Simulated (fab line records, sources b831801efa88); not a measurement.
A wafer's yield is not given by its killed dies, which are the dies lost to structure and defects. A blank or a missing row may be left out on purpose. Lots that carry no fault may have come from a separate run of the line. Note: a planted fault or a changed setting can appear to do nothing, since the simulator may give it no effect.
Matching of chambers ; flow sky130 ; SKY_VIA4_CMP_02 on cmp-01 has 4 sister chambers
The step polishes SiO2. 8 wafers are shown with their chamber, then 7 later ones without.

== WAFERS WITH THEIR CHAMBER ==
wafer;chamber;motor current A (A);edge zone pressure frac
L204.5;0;13.4;1.002
L206.4;0;13.4;1.000
L207.4;2;14.2;0.997
L210.2;2;14.1;1.002
L210.3;1;10.7;0.998
L210.4;3;12.2;0.998
L216.1;3;12.3;0.995
L216.3;1;10.8;1.006

== WAFERS WITHOUT THEIR CHAMBER ==
wafer;motor current A (A);edge zone pressure frac
L216.4;14.1;0.999
L217.1;13.5;1.003
L217.3;10.7;0.992
L217.4;11.9;1.003
L226.2;13.3;0.995
L226.4;10.7;1.005
L226.5;13.7;0.996

== CHAMBER TAKEN BY EACH ==
wafer;from the rows above;in truth
L216.4;2;2
L217.1;0;0
L217.3;1;1
L217.4;3;3
L226.2;0;0
L226.4;1;1
L226.5;0;0
7 of 7 placed correctly. From these rows, 0 cannot be placed. Number placed wrongly: 0.
How it was worked out, from the rows above alone: a wafer's distance from a chamber is the root of the sum, over the readings, of the square of ((its reading less the chamber's mean) divided by the reading's scatter). If the next closest chamber is less than 2 further off than the closest, the wafer can't be placed; otherwise it belongs to the closest. Each chamber's mean is taken over the wafers shown for it. The scatter is the square root of a quotient: the sum, over the shown wafers, of each reading's squared deviation from its chamber's mean, divided by wafers minus chambers.
